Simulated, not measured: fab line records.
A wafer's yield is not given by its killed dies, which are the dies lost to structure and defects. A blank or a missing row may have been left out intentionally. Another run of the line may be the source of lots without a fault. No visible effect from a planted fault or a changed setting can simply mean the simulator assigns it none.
Which of the tools did it? | flow gf180mcu | 30 wafers from 10 lots sampled at 5 of the route's 602 steps

WHAT THE GAUGES SHOWED, per wafer
GF_M5_OVL_MEAS_08. Usual: for M5_OVL the level is -2 nm and the standard deviation is 4.8.
lot  | measured     | on         | M5_OVL (nm) | flag
L681 | day 26 00:26 | overlay-01 | 1 3 -1      |
L684 | day 27 01:34 | overlay-02 | 0 -7 -4     |
L685 | day 27 13:52 | overlay-01 | 0 4 1       |
L686 | day 28 01:41 | overlay-01 | -1 -5 -3    |
L690 | day 29 04:59 | overlay-01 | -12 -5 -9   |
L693 | day 29 23:37 | overlay-01 | -6 2 -1     |
L694 | day 30 07:50 | overlay-02 | -5 -6 1     |
L696 | day 30 18:44 | overlay-01 | 2 10 4      |
L699 | day 31 14:58 | overlay-01 | -3 -5 -6    |
L703 | day 32 12:14 | overlay-01 | 0 0 -3      |

GF_TOP_METAL_RS_MEAS_05: measures by four-point-probe. Usual: for TOP_METAL_ALCU_RS the level is 0.0327 ohm/sq and the standard deviation is 0.00034.
lot  | measured     | on            | TOP_METAL_ALCU_RS (ohm/sq) | flag
L681 | day 27 00:30 | film-metro-03 | 0.0326 0.0323 0.0324       |
L684 | day 28 00:41 | film-metro-02 | 0.0323 0.0328 0.0324       |
L685 | day 28 12:18 | film-metro-01 | 0.0330 0.0330 0.0328       |
L686 | day 28 23:49 | film-metro-02 | 0.0323 0.0324 0.0318       |
L690 | day 30 03:34 | film-metro-03 | 0.0326 0.0322 0.0324       |
L693 | day 30 20:34 | film-metro-01 | 0.0328 0.0332 0.0607       | OFF
L694 | day 31 04:31 | film-metro-02 | 0.0325 0.0327 0.0328       |
L696 | day 31 15:51 | film-metro-01 | 0.0330 0.0324 0.0603       | OFF
L699 | day 32 11:09 | film-metro-01 | 0.0324 0.0325 0.0326       |
L703 | day 33 07:14 | film-metro-03 | 0.0324 0.0324 0.0323       |

GF_TOP_METAL_THK_MEAS_06: measures by xrf. Usual: for TOP_METAL_ALCU_THK the level is 905 nm and the standard deviation is 14.
lot  | measured     | on            | TOP_METAL_ALCU_THK (nm) | flag
L681 | day 27 00:36 | film-metro-03 | 903 910 906             |
L684 | day 28 00:48 | film-metro-02 | 933 918 930             |
L685 | day 28 12:25 | film-metro-01 | 888 886 893             |
L686 | day 28 23:55 | film-metro-02 | 932 929 945             |
L690 | day 30 03:40 | film-metro-03 | 899 923 908             |
L693 | day 30 20:41 | film-metro-01 | 897 883 484             | OFF
L694 | day 31 04:38 | film-metro-02 | 928 921 920             |
L696 | day 31 15:57 | film-metro-01 | 882 895 485             | OFF
L699 | day 32 11:16 | film-metro-01 | 902 907 903             |
L703 | day 33 07:20 | film-metro-03 | 909 909 913             |

WHAT TOOL EACH LOT RAN ON (gives the tool, then ch and the chambers of the sampled wafers, and finally the start)
lot  | GF_M5_STRIP_11                       | GF_TOP_METAL_SPUTTER_02
L681 | plasma-asher-03 ch 0,1, day 26 00:38 | pvd-sputter-03, day 27 00:22
L684 | plasma-asher-04 ch 0,1, day 27 01:44 | pvd-sputter-04, day 28 00:35
L685 | plasma-asher-03 ch 0,1, day 27 14:02 | pvd-sputter-04, day 28 12:13
L686 | plasma-asher-03 ch 0,1, day 28 01:52 | pvd-sputter-03, day 28 23:41
L690 | plasma-asher-04 ch 0, day 29 05:08   | pvd-sputter-04, day 30 03:27
L693 | plasma-asher-03 ch 0,1, day 29 23:47 | pvd-sputter-04, day 30 20:29
L694 | plasma-asher-04 ch 0,1, day 30 08:00 | pvd-sputter-03, day 31 04:26
L696 | plasma-asher-03 ch 0,1, day 30 18:56 | pvd-sputter-04, day 31 15:43
L699 | plasma-asher-04 ch 0,1, day 31 15:08 | pvd-sputter-03, day 32 11:04
L703 | plasma-asher-02 ch 0,1, day 32 12:24 | pvd-sputter-01, day 33 07:07
- GF_M5_STRIP_11: strips in O2/N2.
- GF_TOP_METAL_SPUTTER_02: material AlCu, target thk 900 nm, time 47.82 s.

AS READ BY THE TOOLS THEMSELVES (means over the sampled wafers that have a number; for cases with no such wafer, the mark the record gives instead)
GF_M5_STRIP_11. Usual: drypump-motor-current-A 5.5 A, standard deviation 0.63; heater-power-w 351 W, standard deviation 61; oes-product-au 0.543 a.u., standard deviation 0.0049; strip-time-to-endpoint-s 7.52 s, standard deviation 0.042.
lot  | tool            | drypump-motor-current-A (A) | heater-power-w (W) | oes-product-au (a.u.) | strip-time-to-endpoint-s (s) | flag
L681 | plasma-asher-03 | 5.1                         | 391                | 0.544                 | 7.52                         |
L684 | plasma-asher-04 | 5.3                         | 345                | 0.545                 | 7.53                         |
L685 | plasma-asher-03 | 5.4                         | 338                | 0.543                 | 7.51                         |
L686 | plasma-asher-03 | 5.1                         | 392                | 0.545                 | 7.54                         |
L690 | plasma-asher-04 | 4.8                         | 340                | 0.545                 | 7.51                         |
L693 | plasma-asher-03 | 5.1                         | 390                | 0.544                 | 7.52                         |
L694 | plasma-asher-04 | 5.3                         | 352                | 0.548                 | 7.46                         |
L696 | plasma-asher-03 | 5.4                         | 333                | 0.545                 | 7.56                         |
L699 | plasma-asher-04 | 5.8                         | 350                | 0.545                 | 7.51                         |
L703 | plasma-asher-02 | 5.5                         | 351                | 0.543                 | 7.56                         |

GF_TOP_METAL_SPUTTER_02. Usual: 29.7 % for throttle-valve-pct, sd 0.89.
lot  | tool           | throttle-valve-pct (%) | flag
L681 | pvd-sputter-03 | 29.9                   |
L684 | pvd-sputter-04 | 29.4                   |
L685 | pvd-sputter-04 | 29.1                   |
L686 | pvd-sputter-03 | 29.5                   |
L690 | pvd-sputter-04 | 29.8                   |
L693 | pvd-sputter-04 | 29.1                   |
L694 | pvd-sputter-03 | 30.0                   |
L696 | pvd-sputter-04 | 29.4                   |
L699 | pvd-sputter-03 | 29.6                   |
L703 | pvd-sputter-01 | 30.3                   |

THE ANSWER, worked out from the rows above alone
Rule: a lot counts as off when the mean over its wafers that have a number is more than 3 standard deviations away from the usual mean. Also off: a lot with no number at a reading for which 4 or more lots have one. Where the step has rows for the other lots, those lots are counted as sound. The gauges are gone through in route order, then the tools' own readings, and for those a lot's mean is taken as printed above. The first step at which some lot is off is used, and at that step the reading that is off furthest; a lot without a number counts as furthest.
Off: at GF_TOP_METAL_RS_MEAS_05 (TOP_METAL_ALCU_RS), L693, L696.
A tool fits if, at a process step before that reading, it ran every lot that is off, and no sound lot after the first of them. Those tools and the gauges at GF_TOP_METAL_RS_MEAS_05 are tried in the same way. 2 tools fit, plasma-asher-03 at GF_M5_STRIP_11 and pvd-sputter-04 at GF_TOP_METAL_SPUTTER_02, so this cannot tell which one it is.

WHAT THE SIMULATOR HAD PUT IN
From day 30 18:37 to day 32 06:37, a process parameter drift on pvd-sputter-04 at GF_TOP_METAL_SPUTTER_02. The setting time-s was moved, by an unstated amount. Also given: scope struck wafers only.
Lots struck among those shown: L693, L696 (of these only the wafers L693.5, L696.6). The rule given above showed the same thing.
